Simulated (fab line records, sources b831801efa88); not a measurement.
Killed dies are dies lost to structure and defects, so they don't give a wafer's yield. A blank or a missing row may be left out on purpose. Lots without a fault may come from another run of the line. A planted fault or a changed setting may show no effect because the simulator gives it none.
fab line records | flow sky130
record lots=7 wafers=21 last_day=50
route steps=708 shown CAPM@539 PAD_OPEN@708
lots that met no fault: from a run of the same line without faults
start_h: hours from the record's first day to the start of the lot's first wafer shown | wait_h: hours since the lot's step before | " the same as in the row above | L1.1+2: a row that stands for several wafers | - no value, or no start given | * or withheld: withheld | < > ~ a bound
route shown NAME@n: a module of which the file shows steps, and the number in the route of the first | usual: mean/standard deviation of fault-free wafers | same: alike in all rows | chamber/n: place in a boat | sites: the reading at each site | _std_site: their standard deviation | _edge_site: outer sites' mean less inner sites' | radius_mm: how far each site lies from the wafer's centre | mask NAME#n: copy n | behind: the tool/chamber that last shaped the wafer | hold: why the lot was held/for how many hours/how that ended | device: the transistor (n, p or np) that didn't switch | end of line: the same wafers' tests at the end of the route | a step without rows: its recipe alone | killed: dies lost to structure and defects at the first sort, not the wafer's yield | map: a wafer's dies, x killed, . not, _ none there
set.NAME: the setting as run; set.NAME@STEP: as run at that earlier step | model.NAME: the simulator's own value behind a step, which no gauge read
lots at some steps of the route; a table a step, a row a wafer
services: from which hour (start_h, from the record's first day; less than 0 if before it) a tool's chamber was out of use, for how many hours, and why
## steps
# step SKY_CAPM_SPUTTER_02
# recipe material=TiN target_thk_nm=200 temp_c=300 power_w=6500 time_s=166.7 chamber_pressure_pa=0.4
# usual throttle_valve_pct=30.2/1.2
# columns lot.wafer tool chamber start_h wait_h throttle_valve_pct
L331.1 pvd_sputter-04 - 864.79 0.1 29.9
L331.3 " - " " 30.9
L331.6 " - " " 30.9
L334.1 pvd_sputter-01 - 891.77 0.1 29.8
L334.3 " - " " 28.7
L334.6 " - " " 30.4
L335.3 pvd_sputter-01 - 892.44 0.0 28.9
L335.4 " - " " 30.4
L335.5 " - " " 28.8
L337.4 pvd_sputter-04 - 904.38 0.0 30.0
L337.5 " - " " 31.0
L337.6 " - " " 30.0
L343.1 pvd_sputter-01 - 949.50 0.1 30.3
L343.2 " - " " 28.6
L343.6 " - " " 28.9
L345.2 pvd_sputter-03 - 962.18 0.0 31.6
L345.4 " - " " 32.4
L345.6 " - " " 32.3
L353.1 pvd_sputter-01 - 1014.84 0.1 30.6
L353.2 " - " " 28.8
L353.4 " - " " 29.5
# step SKY_CAPM_RS_MEAS_03
# recipe thk_meas_gauge=four-point-probe reads=TiN_of_CAPM_SPUTTER_02
# usual CAPM_TIN_RS=6.92/0.078
# columns lot.wafer tool chamber start_h wait_h CAPM_TIN_RS[ohm/sq]
L331.1 film_metro-04 - 864.90 0.1 6.91
L331.3 " - " " 6.89
L331.6 " - " " 6.84
L334.1 film_metro-01 - 891.88 0.1 6.74
L334.3 " - " " 6.87
L334.6 " - " " 6.73
L335.3 film_metro-04 - 892.59 0.1 6.87
L335.4 " - " " 6.80
L335.5 " - " " 6.87
L337.4 film_metro-03 - 904.55 0.1 6.90
L337.5 " - " " 6.89
L337.6 " - " " 6.91
L343.1 film_metro-01 - 949.61 0.1 7.01
L343.2 " - " " 7.02
L343.6 " - " " 7.11
L345.2 film_metro-03 - 962.31 0.1 6.92
L345.4 " - " " 6.83
L345.6 " - " " 6.89
L353.1 film_metro-01 - 1014.95 0.1 6.92
L353.2 " - " " 6.92
L353.4 " - " " 6.95
# step SKY_CAPM_THK_MEAS_04
# recipe thk_meas_gauge=xrf reads=TiN_of_CAPM_SPUTTER_02
# usual CAPM_TIN_THK=202.8/2.4
# columns lot.wafer tool chamber start_h wait_h CAPM_TIN_THK[nm]
L331.1 film_metro-04 - 865.02 0.1 204.5
L331.3 " - " " 204.1
L331.6 " - " " 205.7
L334.1 film_metro-01 - 892.00 0.1 206.7
L334.3 " - " " 203.2
L334.6 " - " " 208.2
L335.3 film_metro-04 - 892.69 0.1 204.8
L335.4 " - " " 207.6
L335.5 " - " " 204.9
L337.4 film_metro-03 - 904.64 0.1 203.1
L337.5 " - " " 203.6
L337.6 " - " " 203.9
L343.1 film_metro-01 - 949.73 0.1 200.5
L343.2 " - " " 199.7
L343.6 " - " " 196.8
L345.2 film_metro-03 - 962.42 0.1 201.8
L345.4 " - " " 205.4
L345.6 " - " " 202.3
L353.1 film_metro-01 - 1015.07 0.1 202.6
L353.2 " - " " 203.5
L353.4 " - " " 201.1
# step SKY_CAPM_DEHYDRATE_05
# recipe temp_c=200 time_s=60
# step SKY_CAPM_HMDS_06
# recipe prime_time_s=60 prime_temp_c=120
# step SKY_CAPM_COAT_07
# recipe resist=NOVOLAK spin_rpm=3000 resist_thk_nm=1140
# step SKY_CAPM_SOFTBAKE_08
# recipe temp_c=90 time_s=60 resist=NOVOLAK
# step SKY_CAPM_EXPOSE_09
# recipe mask_id=CAPM na=0.6 source_shape=conventional sigma_outer=0.6 polarization=unpolarized target_cd_nm=1000 dose_mj=159
# step SKY_CAPM_PEB_10
# recipe temp_c=withheld time_s=* resist=NOVOLAK
# step SKY_CAPM_DEVELOP_11
# recipe resist=NOVOLAK developer=TMAH develop_time_s=60 dev_temp_c=23
# step SKY_CAPM_OVL_MEAS_12
# usual CAPM_OVL=-1.1/1.3
# columns lot.wafer tool chamber start_h wait_h CAPM_OVL[nm]
L331.1 overlay-02 - 890.64 0.1 -3.1
L331.3 " - " " -1.2
L331.6 " - " " -1.3
L334.1 overlay-01 - 916.18 0.1 -0.1
L334.3 " - " " -0.8
L334.6 " - " " 2.1
L335.3 overlay-01 - 916.86 0.1 -3.5
L335.4 " - " " -4.0
L335.5 " - " " -3.7
L337.4 overlay-01 - 928.81 0.1 1.5
L337.5 " - " " 0.9
L337.6 " - " " 0.3
L343.1 overlay-02 - 972.94 0.1 -1.7
L343.2 " - " " -1.4
L343.6 " - " " -1.0
L345.2 overlay-01 - 985.25 0.1 -0.2
L345.4 " - " " -0.2
L345.6 " - " " -0.4
L353.1 overlay-01 - 1037.19 0.1 -1.1
L353.2 " - " " 0.1
L353.4 " - " " -1.8
# step SKY_CAPM_METAL_ETCH_13
# recipe target_depth_nm=220 stop_on=SiO2 chemistry=Cl2/BCl3 target=TiN pressure_mtorr=10 icp_w=900 bias_w=48.5 Cl2_flow_sccm=60 bcl3_flow_sccm=30 time_s=62.9
# usual drypump_motor_current_A=5.6/0.51 oes_product_au=0.940/0.0075 rf_fwd_power_W=892.9/2.9 throttle_valve_pct=21.902/0.011
# columns lot.wafer tool chamber start_h wait_h drypump_motor_current_A oes_product_au rf_fwd_power_W rf_hours_counter_h throttle_valve_pct
L331.1 rie_metal-03 1 890.68 0.0 5.4 0.940 894.3 5 21.905
L331.3 " 1 " " 5.4 0.938 895.3 - 21.896
L331.6 " 1 " " 5.4 0.944 891.6 - 21.905
L334.1 rie_metal-04 1 916.21 0.0 6.0 0.951 894.0 11 21.895
L334.3 " 0 " " 6.5 0.942 894.4 - 21.906
L334.6 " 0 " " 6.6 0.956 895.2 - 21.882
L335.3 rie_metal-01 0 916.91 0.0 5.6 0.944 894.7 - 21.908
L335.4 " 1 " " 5.6 0.950 896.6 - 21.896
L335.5 " 1 " " 5.6 0.942 894.9 - 21.913
L337.4 rie_metal-03 0 928.86 0.0 4.9 0.943 893.2 - 21.904
L337.5 " 1 " " 5.4 0.939 892.7 - 21.902
L337.6 " 0 " " 4.9 0.938 893.9 - 21.901
L343.1 rie_metal-04 1 972.98 0.0 6.0 0.923 891.8 15 21.916
L343.2 " 0 " " 6.5 0.942 898.1 1 21.898
L343.6 " 1 " " 6.0 0.931 892.3 - 21.912
L345.2 rie_metal-01 1 985.28 0.0 5.6 0.932 895.0 6 21.892
L345.4 " 1 " " 5.6 0.952 896.9 - 21.890
L345.6 " 0 " " 5.5 0.931 886.9 - 21.918
L353.1 rie_metal-01 1 1037.23 0.0 5.6 0.937 894.5 9 21.887
L353.2 " 0 " " 5.5 0.940 897.1 14 21.905
L353.4 " 1 " " 5.6 0.948 892.2 - 21.912
# step SKY_CAPM_STRIP_14
# recipe chemistry=O2/N2 power_w=1400 pressure_mtorr=1500 platen_temp_c=withheld o2_flow_sccm=3000 n2_flow_sccm=300 overash_fraction=0.5
# usual chamber_pressure_mTorr=1500.2/1.4 drypump_motor_current_A=5.5/0.42 n2_flow_sccm=300.2/0.94 oes_product_au=0.710/0.0043 strip_time_to_endpoint_s=12.63/0.046
# columns lot.wafer tool chamber start_h wait_h chamber_pressure_mTorr drypump_motor_current_A n2_flow_sccm oes_product_au rf_hours_counter_h strip_time_to_endpoint_s model.NOVOLAK_of_CAPM_COAT_07.thk_nm
L331.1 plasma_asher-04 0 890.83 0.1 1501.3 5.5 301.3 0.708 79 12.56 0
L331.3 " 0 " " 1501.2 5.5 301.2 0.707 - 12.59 0
L331.6 " 0 " " 1503.3 5.5 301.6 0.716 - 12.53 0
L334.1 plasma_asher-04 0 916.29 0.1 - - - - - - 992.5
L334.3 " 1 " " - - - - - - 996
L334.6 " 1 " " - - - - - - 993.1
L335.3 plasma_asher-03 0 916.99 0.1 - - - - - - 991.4
L335.4 " 1 " " - - - - - - 992.1
L335.5 " 1 " " - - - - - - 995.4
L337.4 plasma_asher-04 1 928.94 0.1 - - - - - - 989.6
L337.5 " 1 " " - - - - - - 987.3
L337.6 " 0 " " - - - - - - 987.3
L343.1 plasma_asher-01 1 973.06 0.1 1501.8 5.3 299.4 0.714 21 12.66 0
L343.2 " 0 " " 1501.8 5.4 301.5 0.707 21 12.63 0
L343.6 " 1 " " 1501.0 5.3 300.3 0.709 - 12.63 0
L345.2 plasma_asher-03 0 985.36 0.1 1502.3 5.3 301.2 0.715 116 12.66 0
L345.4 " 0 " " 1501.2 5.3 300.7 0.712 - 12.62 0
L345.6 " 1 " " 1499.8 6.2 300.4 0.702 - 12.62 0
L353.1 plasma_asher-03 0 1037.31 0.1 1499.4 5.3 301.0 0.714 121 12.70 0
L353.2 " 1 " " 1500.8 6.2 299.8 0.702 121 12.68 0
L353.4 " 0 " " 1500.6 5.3 301.1 0.707 - 12.69 0
# step SKY_CAPM_STRIP_15
# recipe chemistry=post_etch_residue_remover time_s=1200 temp_c=72.5
# step SKY_PAD_OPEN_PROBE_99
# usual killed_at_M0_to_M3=44/7.3 killed_at_M4_up=3.4/1.8 killed_at_contacts=24/5.8 killed_at_front_end=15/4.9 killed_at_other=0.4/0.63 killed_dies=86/11 killed_on_rim=17/3.8 killed_open=47/8 killed_short=39/6.5
# same gross_dies=492 killed_at_back_side=0
# columns lot.wafer tool chamber start_h wait_h killed_at_M0_to_M3 killed_at_M4_up killed_at_contacts killed_at_front_end killed_at_other killed_dies killed_on_rim killed_open killed_short
L331.1 prober-02 - 1089.17 0.1 50 2 12 10 0 74 10 47 27
L331.3 prober-02 - 1089.27 0.2 41 4 19 16 0 80 16 38 42
L331.6 prober-02 - 1089.42 0.2 47 5 20 14 1 87 20 48 39
L334.1 prober-01 - 1108.95 0.1 11 0 3 2 474 490 96 7 9
L334.3 prober-01 - 1109.05 0.2 7 1 8 1 472 489 96 6 11
L334.6 prober-01 - 1109.20 0.2 15 2 4 2 467 490 96 14 9
L335.3 prober-02 - 1110.22 0.2 9 0 2 4 476 491 96 12 3
L335.4 prober-02 - 1110.27 0.2 9 1 6 2 471 489 96 10 9
L335.5 prober-02 - 1110.32 0.2 9 0 4 3 472 488 95 11 5
# killed by level:class
L331.1 VIA3:geometric_particle:open=9 CONTACT:geometric_particle:open=8 VIA2:geometric_particle:open=8 VIA1:geometric_particle:open=7 METAL2:geometric_particle:short=7 POLY_GATE:geometric_particle:open=4 METAL1:geometric_particle:short=4 LI_CONTACT:geometric_particle:open=3
L331.3 VIA1:geometric_particle:open=10 VIA2:geometric_particle:open=9 LI_CONTACT:geometric_particle:open=5 CONTACT:geometric_particle:short=5 POLY_GATE:geometric_particle:open=4 POLY_GATE:geometric_particle:short=4 VIA3:geometric_particle:short=4 LOCAL_INTERCONNECT:geometric_particle:short=4
L331.6 VIA1:geometric_particle:open=10 VIA3:geometric_particle:open=10 CONTACT:geometric_particle:short=8 CONTACT:geometric_particle:open=6 FIELD_ISO:geometric_particle:short=5 VIA2:geometric_particle:open=5 VIA3:geometric_particle:short=5 FIELD_ISO:geometric_particle:open=4
L334.1 CAPM:plasma_strip_residue=474 METAL1:geometric_particle:short=3 VIA2:geometric_particle:short=2 CONTACT:geometric_particle:open=2 FIELD_ISO:geometric_particle:short=1 SONOS_ONO:geometric_particle:open=1 LI_CONTACT:geometric_particle:short=1 VIA1:geometric_particle:short=1
L334.3 CAPM:plasma_strip_residue=472 LOCAL_INTERCONNECT:geometric_particle:short=3 CONTACT:geometric_particle:open=2 VIA3:geometric_particle:open=2 POLY_CUT:geometric_particle:short=1 LI_CONTACT:geometric_particle:open=1 LI_CONTACT:geometric_particle:short=1 CONTACT:geometric_particle:short=1
L334.6 CAPM:plasma_strip_residue=467 VIA1:geometric_particle:open=5 VIA3:geometric_particle:open=3 VIA2:geometric_particle:short=2 VIA2:geometric_particle:open=2 POLY_GATE:geometric_particle:short=1 POLY_CUT:geometric_particle:open=1 LI_CONTACT:geometric_particle:short=1
L335.3 CAPM:plasma_strip_residue=476 VIA1:geometric_particle:open=3 VIA2:geometric_particle:open=2 VIA3:geometric_particle:open=2 FIELD_ISO:geometric_particle:open=1 CONTACT:geometric_particle:open=1 SONOS_ONO:geometric_particle:short=1 POLY_GATE:geometric_particle:short=1
L335.4 CAPM:plasma_strip_residue=470 VIA2:geometric_particle:open=3 LI_CONTACT:geometric_particle:open=2 CONTACT:geometric_particle:short=2 METAL1:geometric_particle:short=2 VIA1:geometric_particle:short=2 FIELD_ISO:geometric_particle:open=1 POLY_CUT:geometric_particle:open=1
L335.5 CAPM:plasma_strip_residue=472 VIA3:geometric_particle:open=4 VIA2:geometric_particle:open=3 FIELD_ISO:geometric_particle:short=2 CONTACT:geometric_particle:open=2 FIELD_ISO:geometric_particle:open=1 LI_CONTACT:geometric_particle:open=1 LOCAL_INTERCONNECT:geometric_particle:short=1
# map L334.1 (x killed, . not)
__________xxxxxxxxxx_________
________xxxxxxxxxxxxxx_______
______xxxxxxxxxxxxxxxxxx_____
_____xxxxxxxxxxxx.xxxxxxx____
____xxxxxxxxxxxxxxxxxxxxxx___
___xxxxxxxxxxxxxxxxxxxxxxxx__
__xxxxxxxxxxxxxxxxxxxxxxxxxx_
_xxxxxxxxxxx.xxxxxxxxxxxxxxxx
_xxxxxxxxxxxxxxxxxxxxxxxxxxxx
_xxxxxxxxxxxxxxxxxxxxxxxxxxxx
_xxxxxxxxxxxxxxxxxxxxxxxxxxxx
_xxxxxxxxxxxxxxxxxxxxxxxxxxxx
_xxxxxxxxxxxxxxxxxxxxxxxxxxxx
_xxxxxxxxxxxxxxxxxxxxxxxxxxxx
_xxxxxxxxxxxxxxxxxxxxxxxxxxxx
__xxxxxxxxxxxxxxxxxxxxxxxxxx_
___xxxxxxxxxxxxxxxxxxxxxxxx__
____xxxxxxxxxxxxxxxxxxxxxx___
_____xxxxxxxxxxxxxxxxxxxx____
______xxxxxxxxxxxxxxxxxx_____
________xxxxxxxxxxxxxx_______
__________xxxxxxxxxx_________
# map L335.3 (x killed, . not)
__________xxxxxxxxxx_________
________xxxxxxxxxxxxxx_______
______xxxxxxxxxxxxxxxxxx_____
_____xxxxxxxxxxxxxxxxxxxx____
____xxxxxxxxxxxxxxxxxxxxxx___
___xxxxxxxxxxxxxxxxxxxxxxxx__
__xxxxxxxxxxxxxxxxxxxxxxxxxx_
_xxxxxxxxxxxxxxxxxxxxxxxxxxxx
_xxxxxxxxxxxxxxxxxxxxxxxxxxxx
_xxxxxxxxxxxxxxxxxxxxxxxxxxxx
_xxxxxxxxxxxxxxxxxxxxxxxxxxxx
_xxxxxxxxxxxxxxxxxxxxxxxxxxxx
_xxxxxxxxxxxxxxxxxxxxxxxxxxxx
_xxxxxxxxxxxxxxxxxxxxxxxxxxxx
_xxxxxxxxxxxxxxxxxxxxxxxxxxxx
__xxxxxxxxxxxxxxxxxxxxxxxxxx_
___xxxxxxxxxxxxxxxxxxxxxxxx__
____xxxxxxxxxxxxxxx.xxxxxx___
_____xxxxxxxxxxxxxxxxxxxx____
______xxxxxxxxxxxxxxxxxx_____
________xxxxxxxxxxxxxx_______
__________xxxxxxxxxx_________
## services
# columns tool chamber start_h hours kind
rie_metal-03 - 863.70 2.3 repair
rie_metal-04 0 874.06 3.7 repair
pvd_sputter-04 - 882.32 14.1 repair
rie_metal-03 - 886.34 1.3 repair
rie_metal-03 0 890.63 2.4 repair
rie_metal-03 0 893.00 - clean
rie_metal-03 0 893.00 17.9 scheduled_down
rie_metal-03 0 893.00 17.9 vent_cycle
plasma_asher-01 - 899.61 5.7 repair
rie_metal-04 0 932.49 - clean
rie_metal-04 0 932.49 22.7 scheduled_down
rie_metal-04 0 932.49 22.7 vent_cycle
pvd_sputter-01 - 944.64 1.7 repair
plasma_asher-04 - 952.03 2.8 pm
plasma_asher-04 - 957.08 2.3 repair
plasma_asher-04 - 979.60 3.0 repair
rie_metal-01 - 990.28 0.9 repair
pvd_sputter-03 - 994.82 4.9 repair
rie_metal-01 - 1003.12 2.8 pm
pvd_sputter-04 - 1009.03 2.0 repair
rie_metal-01 - 1024.30 0.3 repair
## key
first_sign step=SKY_CAPM_STRIP_14 reading=tool_record direction=missing
effect step=SKY_PAD_OPEN_PROBE_99 reading=killed_at_other direction=up sigmas=99+ usual=0.4 struck=472
model_effect step=SKY_CAPM_STRIP_14 value=NOVOLAK_of_CAPM_COAT_07.thk_nm without=0 struck=991.6
met_at SKY_CAPM_STRIP_14
struck_wafers L334.1,L334.3,L334.6,L335.3,L335.4,L335.5,L337.4,L337.5,L337.6
rows_end L337.4,L337.5,L337.6
later_rows_left_out L334.1,L334.3,L334.6,L335.3,L335.4,L335.5
tester_left_out L334
onset_between 890.83 916.29
earlier_fault kind=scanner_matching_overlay tool=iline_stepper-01 chamber=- onset_h=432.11 steps=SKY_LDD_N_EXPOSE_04 offset=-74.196
fault kind=skipped_step_whole tool=plasma_asher-03,plasma_asher-04 chamber=- onset_h=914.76 steps=SKY_CAPM_STRIP_14 scope=struck_lots_only
# tester_left_out: of these lots the tester's yield and bins aren't shown, on N5 and GAA mostly nor the transistor test; their killed dies are dies lost to structure and defects alone, not to doping, threshold or leakage, so they don't give the yield
# later_rows_left_out: the simulator's readings of these wafers behind a module that went badly wrong aren't trusted and aren't shown, but for the sort
# rows_end: these wafers met a further fault down the route, and their rows from its step on are left out
